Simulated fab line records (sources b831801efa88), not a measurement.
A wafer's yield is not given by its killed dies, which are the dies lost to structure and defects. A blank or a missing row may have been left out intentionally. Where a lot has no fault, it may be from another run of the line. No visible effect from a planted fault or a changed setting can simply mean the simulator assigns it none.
fab line records ; flow sky130
record lots=10; wafers=30; lastDay=49
route steps=708 shown FIELD_ISO@4 SONOS_ONO@185 LI_CONTACT@375
lots with no fault: from the same line, run without faults
startH: hours from the record's first day to the start of the lot's first wafer shown ; waitH: how many hours have passed since the lot's step before this one ; " the same as in the row above ; L1.1+2: one row covering several wafers at once ; - no value, or no start was given ; * or withheld: withheld ; < > ~ a bound
route shown NAME@n: names a module that has steps shown in the file, with the first one's number in the route ; usual: mean/standard deviation taken from wafers without a fault ; same: alike in all rows ; chamber/n: place in a boat ; sites: readings site by site ; _std_site: how widely they spread, as a standard deviation ; _edge_site: mean of outer sites minus mean of inner sites ; radiusMm: for every site, how far away it sits from the centre of the wafer ; mask NAME#n: copy n ; behind: the last tool/chamber to shape the wafer ; hold: the reason the lot was held/the length of the hold in hours/how it ended ; device: the n, p or np transistor that did not switch ; end of line: at the end of the route, the tests of the same wafers ; a step with no rows: only its recipe ; killed: count of dies lost to structure and defects at first sort (not the wafer's yield) ; map: per-die view of a wafer (x killed, . not killed, _ where there is no die)
set.NAME: the setting the step ran with; set.NAME@STEP: the setting that earlier step ran with ; model.NAME: the simulator's own value behind a step, which no gauge read
a sample of lots followed through the steps of the route, with each step as a table and each wafer as a row
services: when a tool's chamber went out of use (startH, in hours from the record's first day, below 0 if earlier), for how many hours, and the reason
## steps
# step SKY_FIELD_ISO_CVD_03
# recipe material=Si3N4; precursor=DCS/NH3; targetThkNm=165; tempC=770; timeS=2830; pressureMtorr=250
# usual spikeTcCentreC=770.2/1.5; spikeTcTopC=787.3/3; spikeTcUpperC=769.7/1; zonePowerCentrePct=15.3/1.3; zonePowerTopPct=24.2/0.35; zonePowerUpperPct=13.50/0.26
lot.wafer;tool;chamber;startH;waitH;spikeTcCentreC;spikeTcTopC;spikeTcUpperC;zonePowerCentrePct;zonePowerTopPct;zonePowerUpperPct
L175.1;lpcvd-02;0;22.29;0.1;770.6;788.5;769.5;15.9;23.8;13.21
L175.2;lpcvd-02;0;22.29;0.1;772.5;789.7;770.5;16.1;24.0;13.36
L175.6;lpcvd-02;0;22.29;0.1;767.8;788.3;768.8;15.9;23.8;12.97
L176.2;lpcvd-02;1;27.13;0.0;770.3;782.3;770.6;13.5;24.9;13.82
L176.3;lpcvd-02;1;27.13;0.0;770.8;783.4;769.4;13.3;24.1;13.81
L176.4;lpcvd-02;1;27.13;0.0;772.7;783.1;769.1;13.4;24.5;13.89
L177.3;lpcvd-02;0;31.69;0.0;770.0;789.0;769.2;16.2;23.8;13.36
L177.5;lpcvd-02;0;31.69;0.0;772.6;788.1;767.6;16.3;23.6;13.22
L177.6;lpcvd-02;0;31.69;0.0;769.1;790.8;769.9;16.2;24.2;13.46
L180.1;lpcvd-02;0;48.97;0.2;769.5;788.1;768.9;16.2;23.9;13.23
L180.4;lpcvd-02;0;48.97;0.2;769.6;786.5;768.6;16.1;24.0;13.43
L180.6;lpcvd-02;0;48.97;0.2;768.8;789.7;770.3;16.2;24.0;13.00
L183.2;lpcvd-02;0;66.72;0.0;771.1;788.0;771.8;15.9;24.2;13.32
L183.3;lpcvd-02;0;66.72;0.0;767.9;790.4;770.9;16.0;24.0;13.44
L183.6;lpcvd-02;0;66.72;0.0;770.2;788.7;768.8;16.2;23.7;13.44
L184.2;lpcvd-02;0;66.72;0.0;769.0;789.1;768.2;16.4;23.6;13.36
L184.3;lpcvd-02;0;66.72;0.0;770.4;790.0;769.3;16.0;24.7;13.40
L184.6;lpcvd-02;0;66.72;0.0;769.0;787.0;768.8;16.1;24.0;13.32
L186.2;lpcvd-02;0;77.56;0.3;769.6;788.6;771.1;16.1;24.1;13.38
L186.4;lpcvd-02;0;77.56;0.3;771.0;790.2;768.5;16.1;23.6;13.35
L186.6;lpcvd-02;0;77.56;0.3;769.1;789.3;768.3;16.2;23.7;13.32
L191.1;lpcvd-02;0;103.63;1.2;770.5;787.0;771.6;16.1;23.8;13.30
L191.2;lpcvd-02;0;103.63;1.2;768.8;790.7;769.2;15.9;23.8;13.03
L191.6;lpcvd-02;0;103.63;1.2;770.4;788.5;767.5;16.3;23.7;13.30
L192.3;lpcvd-02;0;108.19;0.0;776.7;800.6;703.4;26.5;34.8;0.01
L192.4;lpcvd-02;0;108.19;0.0;776.8;801.3;707.9;25.6;34.2;0.01
L192.5;lpcvd-02;0;108.19;0.0;778.0;800.5;706.6;25.9;33.6;0.01
L193.3;lpcvd-02;0;112.73;0.6;777.7;801.5;703.7;26.0;33.6;0.01
L193.4;lpcvd-02;0;112.73;0.6;777.4;797.2;705.3;26.0;34.3;0.01
L193.5;lpcvd-02;0;112.73;0.6;777.4;799.1;707.4;26.0;33.8;0.01
# step SKY_FIELD_ISO_THK_MEAS_04
# recipe reads=Si3N4_of_FIELD_ISO_CVD_03
# usual FIELD_ISO_CVD_03_THK=164.7/1.7
lot.wafer;tool;chamber;startH;waitH;FIELD_ISO_CVD_03_THK[nm]
L175.1;filmMetro-04;-;24.08;0.0;167.3
L175.2;filmMetro-04;-;24.08;0.0;166.3
L175.6;filmMetro-04;-;24.08;0.0;166.8
L176.2;filmMetro-03;-;28.92;0.0;164.8
L176.3;filmMetro-03;-;28.92;0.0;165.4
L176.4;filmMetro-03;-;28.92;0.0;166.5
L177.3;filmMetro-03;-;33.50;0.0;165.0
L177.5;filmMetro-03;-;33.50;0.0;163.8
L177.6;filmMetro-03;-;33.50;0.0;164.3
L180.1;filmMetro-03;-;50.75;0.0;163.2
L180.4;filmMetro-03;-;50.75;0.0;162.9
L180.6;filmMetro-03;-;50.75;0.0;163.0
L183.2;filmMetro-01;-;68.51;0.0;163.7
L183.3;filmMetro-01;-;68.51;0.0;161.2
L183.6;filmMetro-01;-;68.51;0.0;160.5
L184.2;filmMetro-01;-;68.57;0.1;164.7
L184.3;filmMetro-01;-;68.57;0.1;164.8
L184.6;filmMetro-01;-;68.57;0.1;165.5
L186.2;filmMetro-03;-;79.36;0.0;165.1
L186.4;filmMetro-03;-;79.36;0.0;165.9
L186.6;filmMetro-03;-;79.36;0.0;166.5
L191.1;filmMetro-01;-;105.42;0.0;165.3
L191.2;filmMetro-01;-;105.42;0.0;164.8
L191.6;filmMetro-01;-;105.42;0.0;166.0
L192.3;filmMetro-03;-;110.00;0.0;145.1
L192.4;filmMetro-03;-;110.00;0.0;135.8
L192.5;filmMetro-03;-;110.00;0.0;126.8
L193.3;filmMetro-03;-;114.53;0.0;163.0
L193.4;filmMetro-03;-;114.53;0.0;163.2
L193.5;filmMetro-03;-;114.53;0.0;160.4
# step SKY_FIELD_ISO_ETCH_15
# recipe chemistry=CHF3/O2; targetDepthNm=180; stopOn=Si; sourceW=600; biasW=200; pressureMtorr=40; chf3FlowSccm=50; O2_flow_sccm=5; timeS=72
# usual drypumpMotorCurrentA=6.0/0.38; oesProductAu=0.945/0.0072; throttleValvePct=8.843/0.0089
lot.wafer;tool;chamber;startH;waitH;drypumpMotorCurrentA;oesProductAu;rfHoursCounterH;throttleValvePct
L175.1;rieDiel-03;3;39.61;0.0;6.5;0.960;27;8.845
L175.2;rieDiel-03;2;39.61;0.0;5.5;0.951;148;8.852
L175.6;rieDiel-03;3;39.61;0.0;6.5;0.950;-;8.843
L176.2;rieDiel-03;2;44.68;0.0;5.6;0.951;149;8.846
L176.3;rieDiel-03;0;44.68;0.0;6.2;0.946;107;8.862
L176.4;rieDiel-03;1;44.68;0.0;6.0;0.949;116;8.846
L177.3;rieDiel-03;0;48.66;0.0;6.2;0.955;107;8.842
L177.5;rieDiel-03;0;48.66;0.0;6.2;0.943;-;8.844
L177.6;rieDiel-03;1;48.66;0.0;6.0;0.939;-;8.845
L180.1;rieDiel-03;2;65.88;0.0;5.5;0.944;149;8.838
L180.4;rieDiel-03;0;65.88;0.0;6.1;0.941;107;8.835
L180.6;rieDiel-03;1;65.88;0.0;6.0;0.942;-;8.851
L183.2;rieDiel-03;0;85.53;0.0;6.2;0.946;108;8.842
L183.3;rieDiel-03;1;85.53;0.0;6.1;0.936;117;8.832
L183.6;rieDiel-03;1;85.53;0.0;6.0;0.933;-;8.826
L184.2;rieDiel-04;3;85.88;0.0;6.3;0.945;88;8.830
L184.3;rieDiel-04;0;85.88;0.0;6.2;0.944;154;8.847
L184.6;rieDiel-04;1;85.88;0.0;5.5;0.947;-;8.842
L186.2;rieDiel-04;0;96.66;0.0;6.2;0.947;155;8.838
L186.4;rieDiel-04;1;96.66;0.0;5.5;0.955;-;8.856
L186.6;rieDiel-04;0;96.66;0.0;6.3;0.954;-;8.843
L191.1;rieDiel-03;3;123.08;0.0;6.5;0.957;28;8.835
L191.2;rieDiel-03;1;123.08;0.0;6.0;0.939;118;8.838
L191.6;rieDiel-03;1;123.08;0.0;6.0;0.945;-;8.839
L192.3;rieDiel-03;0;128.06;0.0;6.1;0.878;109;8.832
L192.4;rieDiel-03;1;128.06;0.0;6.0;0.844;118;8.807
L192.5;rieDiel-03;1;128.06;0.0;6.0;0.813;-;8.815
L193.3;rieDiel-04;3;133.43;0.0;6.3;0.934;89;8.848
L193.4;rieDiel-04;0;133.43;0.0;6.2;0.941;156;8.841
L193.5;rieDiel-04;1;133.43;0.0;5.5;0.931;-;8.847
# step SKY_SONOS_ONO_STRIP_17
# recipe chemistry=O2/N2; powerW=1400; pressureMtorr=1500; platenTempC=withheld; o2FlowSccm=3000; n2FlowSccm=300; overashFraction=0.5
# usual drypumpMotorCurrentA=5.8/0.46; n2FlowSccm=300.0/0.89; oesProductAu=0.709/0.0045; stripTimeToEndpointS=14.09/0.04
# same overashFraction=0.5
lot.wafer;tool;chamber;startH;waitH;drypumpMotorCurrentA;n2FlowSccm;oesProductAu;rfHoursCounterH;stripTimeToEndpointS
L175.1;plasmaAsher-03;0;302.21;0.0;5.3;300.3;0.714;60;14.06
L175.2;plasmaAsher-03;1;302.21;0.0;5.3;299.1;0.708;60;14.09
L175.6;plasmaAsher-03;0;302.21;0.0;5.3;301.7;0.704;-;14.05
L176.2;plasmaAsher-02;0;323.43;0.0;6.0;301.0;0.710;21;14.04
L176.3;plasmaAsher-02;1;323.43;0.0;5.7;299.1;0.712;-;14.09
L176.4;plasmaAsher-02;0;323.43;0.0;5.9;300.2;0.710;-;14.11
L177.3;plasmaAsher-01;1;326.30;0.0;6.7;299.0;0.705;-;14.13
L177.5;plasmaAsher-01;0;326.30;0.0;5.8;300.3;0.704;-;14.09
L177.6;plasmaAsher-01;1;326.30;0.0;6.7;300.7;0.696;-;14.11
L180.1;plasmaAsher-02;0;341.48;0.0;6.0;299.4;0.707;23;14.11
L180.4;plasmaAsher-02;1;341.48;0.0;5.8;299.6;0.713;-;14.10
L180.6;plasmaAsher-02;0;341.48;0.0;6.0;299.5;0.705;-;14.10
L184.2;plasmaAsher-02;1;372.19;0.0;5.7;299.2;0.714;26;14.16
L184.3;plasmaAsher-02;1;372.19;0.0;5.7;300.2;0.706;-;14.14
L184.6;plasmaAsher-02;1;372.19;0.0;5.7;299.3;0.705;-;14.13
L183.2;plasmaAsher-02;0;372.48;0.0;5.9;299.4;0.713;26;14.10
L183.3;plasmaAsher-02;1;372.48;0.0;5.7;300.0;0.714;-;14.06
L183.6;plasmaAsher-02;1;372.48;0.0;5.8;301.4;0.717;-;14.06
L186.2;plasmaAsher-01;1;384.69;0.0;6.7;301.0;0.712;57;14.08
L186.4;plasmaAsher-01;0;384.69;0.0;5.8;299.3;0.708;-;14.09
L186.6;plasmaAsher-01;0;384.69;0.0;5.8;299.8;0.707;-;14.10
L191.1;plasmaAsher-01;0;427.53;0.0;5.8;300.9;0.711;62;14.08
L191.2;plasmaAsher-01;1;427.53;0.0;6.7;300.4;0.712;62;14.14
L191.6;plasmaAsher-01;0;427.53;0.0;5.8;300.6;0.703;-;14.11
L192.3;plasmaAsher-01;1;432.98;0.0;6.8;299.5;0.704;-;14.07
L192.4;plasmaAsher-01;0;432.98;0.0;5.9;301.2;0.701;-;14.04
L192.5;plasmaAsher-01;0;432.98;0.0;5.9;302.7;0.705;-;14.08
L193.3;plasmaAsher-03;1;443.32;0.0;5.3;299.7;0.711;-;14.10
L193.4;plasmaAsher-03;0;443.32;0.0;5.2;299.1;0.713;-;14.07
L193.5;plasmaAsher-03;0;443.32;0.0;5.2;298.6;0.716;-;14.11
# step SKY_LI_CONTACT_OVL_MEAS_13
# usual LI_CONTACT_OVL=-2/5.5
lot.wafer;tool;chamber;startH;waitH;LI_CONTACT_OVL[nm]
L175.1;overlay-01;-;700.56;0.1;-4
L175.2;overlay-01;-;700.56;0.1;-1
L175.6;overlay-01;-;700.56;0.1;0
L176.2;overlay-01;-;718.46;0.1;-10
L176.3;overlay-01;-;718.46;0.1;-13
L176.4;overlay-01;-;718.46;0.1;-12
L177.3;overlay-02;-;722.75;0.1;1
L177.5;overlay-02;-;722.75;0.1;9
L177.6;overlay-02;-;722.75;0.1;3
L180.1;overlay-01;-;739.61;0.1;-7
L180.4;overlay-01;-;739.61;0.1;-18
L180.6;overlay-01;-;739.61;0.1;-10
L184.2;overlay-02;-;769.79;0.1;1
L184.3;overlay-02;-;769.79;0.1;-7
L184.6;overlay-02;-;769.79;0.1;-1
L183.2;overlay-01;-;770.37;0.1;1
L183.3;overlay-01;-;770.37;0.1;-1
L183.6;overlay-01;-;770.37;0.1;2
L186.2;overlay-02;-;781.64;0.1;2
L186.4;overlay-02;-;781.64;0.1;4
L186.6;overlay-02;-;781.64;0.1;0
L191.1;overlay-01;-;818.88;0.1;9
L191.2;overlay-01;-;818.88;0.1;1
L191.6;overlay-01;-;818.88;0.1;9
L192.3;overlay-02;-;822.47;0.1;-5
L192.4;overlay-02;-;822.47;0.1;2
L192.5;overlay-02;-;822.47;0.1;-1
L193.3;overlay-02;-;825.94;0.1;4
L193.4;overlay-02;-;825.94;0.1;-3
L193.5;overlay-02;-;825.94;0.1;-4
# step SKY_LI_CONTACT_ETCH_14
# recipe chemistry=N2/H2; target=BARC; ionEnergyEv=200; sourceW=500; biasW=100; pressureMtorr=30; n2FlowSccm=100; h2FlowSccm=200; stopOn=SiO2; timeS=45.9; targetDepthA=600
# usual drypumpMotorCurrentA=5.8/0.39; n2FlowSccm=100.00/0.26; oesProductAu=0.855/0.005; throttleValvePct=13.223/0.0097
lot.wafer;tool;chamber;startH;waitH;drypumpMotorCurrentA;n2FlowSccm;oesProductAu;rfHoursCounterH;throttleValvePct
L175.1;rieDiel-02;1;700.60;0.0;5.9;100.04;0.861;31;13.249
L175.2;rieDiel-02;0;700.60;0.0;5.6;99.33;0.854;3;13.214
L175.6;rieDiel-02;1;700.60;0.0;6.0;99.95;0.855;-;13.238
L176.2;rieDiel-02;3;718.49;0.0;6.3;100.15;0.854;3;13.218
L176.3;rieDiel-02;1;718.49;0.0;6.0;99.73;0.857;31;13.224
L176.4;rieDiel-02;0;718.49;0.0;5.6;99.87;0.855;3;13.212
L177.3;rieDiel-01;0;722.77;0.0;5.6;99.86;0.856;11;13.214
L177.5;rieDiel-01;1;722.77;0.0;5.8;99.90;0.852;-;13.231
L177.6;rieDiel-01;0;722.77;0.0;5.6;100.00;0.855;-;13.226
L180.1;rieDiel-01;0;739.65;0.0;5.7;100.05;0.852;12;13.231
L180.4;rieDiel-01;0;739.65;0.0;5.7;99.90;0.859;-;13.218
L180.6;rieDiel-01;2;739.65;0.0;6.1;100.13;0.861;-;13.217
L184.2;rieDiel-01;3;769.82;0.0;5.2;99.79;0.856;7;13.218
L184.3;rieDiel-01;1;769.82;0.0;5.8;100.35;0.864;14;13.234
L184.6;rieDiel-01;0;769.82;0.0;5.6;99.86;0.853;-;13.237
L183.2;rieDiel-02;3;770.40;0.0;6.3;99.90;0.847;4;13.203
L183.3;rieDiel-02;1;770.40;0.0;5.9;99.58;0.853;32;13.219
L183.6;rieDiel-02;3;770.40;0.0;6.4;99.80;0.857;-;13.215
L186.2;rieDiel-02;3;781.67;0.0;6.3;99.68;0.846;5;13.231
L186.4;rieDiel-02;0;781.67;0.0;5.6;100.44;0.850;4;13.223
L186.6;rieDiel-02;3;781.67;0.0;6.3;100.13;0.863;-;13.218
L191.1;rieDiel-01;3;818.92;0.0;5.3;99.90;0.858;9;13.233
L191.2;rieDiel-01;2;818.92;0.0;6.0;99.65;0.854;19;13.212
L191.6;rieDiel-01;1;818.92;0.0;5.8;99.59;0.849;-;13.215
L192.3;rieDiel-03;1;822.50;0.0;6.0;100.08;0.850;11;13.234
L192.4;rieDiel-03;0;822.50;0.0;6.2;100.37;0.859;10;13.231
L192.5;rieDiel-03;1;822.50;0.0;6.0;99.51;0.850;-;13.221
L193.3;rieDiel-01;0;825.97;0.0;5.7;100.13;0.847;14;13.214
L193.4;rieDiel-01;2;825.97;0.0;6.0;100.15;0.860;19;13.212
L193.5;rieDiel-01;3;825.97;0.0;5.3;99.95;0.850;-;13.220
## services
tool;chamber;startH;hours;kind
rieDiel-01;-;32.53;2.8;pm
lpcvd-02;-;44.31;0.6;repair
rieDiel-03;0;178.24;13.0;repair
rieDiel-01;0;178.32;5.1;repair
rieDiel-01;1;180.47;4.9;repair
rieDiel-01;1;242.61;7.0;repair
rieDiel-03;-;250.30;0.2;repair
rieDiel-03;3;273.98;10.0;repair
rieDiel-01;1;274.37;1.6;repair
rieDiel-03;2;278.12;8.1;repair
rieDiel-01;3;282.13;5.2;repair
rieDiel-03;0;284.43;5.3;repair
rieDiel-03;2;308.17;6.5;repair
rieDiel-03;1;314.82;4.7;repair
lpcvd-02;-;333.63;6.0;pm
rieDiel-03;-;382.29;2.8;pm
rieDiel-03;0;395.69;2.5;repair
lpcvd-02;-;453.47;2.8;pm
lpcvd-02;-;575.56;1.1;repair
rieDiel-03;-;594.74;14.6;pm
rieDiel-03;1;698.89;4.3;repair
lpcvd-02;-;712.99;6.1;pm
rieDiel-03;2;765.72;4.8;repair
lpcvd-02;-;822.73;2.2;repair
## key
firstSign step=SKY_FIELD_ISO_CVD_03; reading=spikeTcUpperC; direction=down; sigmas=62; usual=769.7; struck=705.7
effect step=SKY_FIELD_ISO_CVD_03; reading=zonePowerUpperPct; direction=down; sigmas=52; usual=13.50; struck=0.01
effect step=SKY_FIELD_ISO_THK_MEAS_04; reading=FIELD_ISO_CVD_03_THK; direction=down; sigmas=9.2; usual=164.7; struck=149.0; wafersMoved=4
effect step=SKY_FIELD_ISO_ETCH_15; reading=oesProductAu; direction=down; sigmas=7.7; usual=0.945; struck=0.890; wafersMoved=3
metAt SKY_FIELD_ISO_CVD_03
struckLots L192,L193
testerLeftOut L192,L193
notActingAt SKY_SONOS_ONO_STRIP_17,SKY_LI_CONTACT_OVL_MEAS_13,SKY_LI_CONTACT_ETCH_14
onsetBetween 103.63 108.19
fault kind=processParameterDrift; tool=lpcvd-02; chamber=-; onsetH=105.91; steps=SKY_FIELD_ISO_CVD_03; channel=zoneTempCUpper; offset=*; shape=step; endH=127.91
# testerLeftOut: of these lots the tester's yield and bins aren't shown, on N5 and GAA mostly nor the transistor test; their killed dies are dies lost to structure and defects alone, not to doping, threshold or leakage, so they don't give the yield
